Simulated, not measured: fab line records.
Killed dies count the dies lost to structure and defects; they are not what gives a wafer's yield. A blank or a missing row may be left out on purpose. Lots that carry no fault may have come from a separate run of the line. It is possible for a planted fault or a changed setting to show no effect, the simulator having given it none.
Split-lot experiment -- flow gf180mcu -- on a route of 602 steps: 5 lots, 23 wafers read

== ON THE SPLIT ==
At GF_NSD_DEVELOP_06 (develop time 60 s), the setting develop_time_s was moved away from the recipe's 60 s on 7 of the 23 wafers read, by -7.2% to +13.1%. This setting was run at the recipe's value on the other wafers.

Split to reading: the file shows no intervening step.

== THE READING ==
Shown in nm: cd_nm at GF_NSD_CD_MEAS_07, with target cd 400 nm. Typical for fault-free wafers on this fab line: 399.8 nm, with standard deviation 2.6 nm.

wafer,"tool, chamber at the split","develop_time_s as run, s",against the recipe,"cd_nm, nm",against lot-mates on the recipe
L074.3,"litho_track-03, 0",60,recipe,396.0,-
L074.4,"litho_track-03, 0",60,recipe,398.5,-
L074.5,"litho_track-03, 0",60,recipe,395.7,-
L079.1,"litho_track-03, 0",60,recipe,404.4,-
L079.3,"litho_track-03, 0",60,recipe,403.3,-
L079.4,"litho_track-03, 0",67.88,+13.1%,417.7,+13.8
L079.5,"litho_track-03, 0",60,recipe,404.0,-
L079.6,"litho_track-03, 0",67.88,+13.1%,416.1,+12.2
L080.1,"litho_track-02, 0",60,recipe,395.1,-
L080.2,"litho_track-02, 0",56.63,-5.6%,388.6,-8.3
L080.3,"litho_track-02, 0",60,recipe,397.0,-
L080.5,"litho_track-02, 0",56.63,-5.6%,390.6,-6.3
L080.6,"litho_track-02, 0",60,recipe,398.7,-
L081.1,"litho_track-03, 0",60,recipe,404.8,-
L081.3,"litho_track-03, 0",60,recipe,404.0,-
L081.4,"litho_track-03, 0",60,recipe,405.7,-
L081.5,"litho_track-03, 0",60,recipe,398.9,-
L081.6,"litho_track-03, 0",60,recipe,399.8,-
L082.2,"litho_track-02, 0",55.67,-7.2%,392.4,-4.7
L082.3,"litho_track-02, 0",60,recipe,397.8,-
L082.4,"litho_track-02, 0",55.67,-7.2%,393.0,-4.1
L082.5,"litho_track-02, 0",60,recipe,396.4,-
L082.6,"litho_track-02, 0",55.67,-7.2%,389.7,-7.4

FIT RESULTS
A straight line over all 23 wafers: cd_nm changes by +1.31 nm for each +1% of develop_time_s; r = +0.89; the points scatter about the line by 3.4 nm.
The same after taking each lot's own level away (the mean of its wafers on the recipe; 23 wafers): +0.959 nm for each +1%; r = +0.93; scatter 1.9 nm.
That fit puts the effect of the largest move of develop_time_s on the reading at 13 nm.
Across the lots, their own levels run from 396.73 to 403.90 nm, a range of 2.8 times the standard deviation given above.
Hence the slope depends on the lot-to-lot level, as the two fits are not the same.
Check: with one of the wafers moved furthest among these (+13.1%) left out of the fit, the line predicts +12 nm for it against its lot-mates. It came out at +13.8 nm against them.

== FURTHER SPLITS ON THESE WAFERS ==
Other splits were also applied to these wafers ahead of the reading. Each is held against what the fit with the lots' levels taken away leaves over:
other split on the same wafers,wafers away from the commonest value,r with cd_nm (lot level and that fit taken away)
GF_POLY_GATE_OXIDATION_16 temp_c,10,+0.19
GF_HV_LDD_IMPLANT_09 energy_kev,6,-0.25
GF_HV_LDD_EXPOSE_28 dose_mj,5,-0.17
GF_HV_LDD_COAT_41 resist_thk_nm,6,-0.14
GF_HV_LDD_IMPLANT_48 dose_cm2,9,-0.39
GF_NSD_COAT_02 spin_rpm,8,+0.59

== THE FILE'S OWN FIT ==
cd_nm changes by +0.978 nm for each +1% of develop_time_s, r = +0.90.
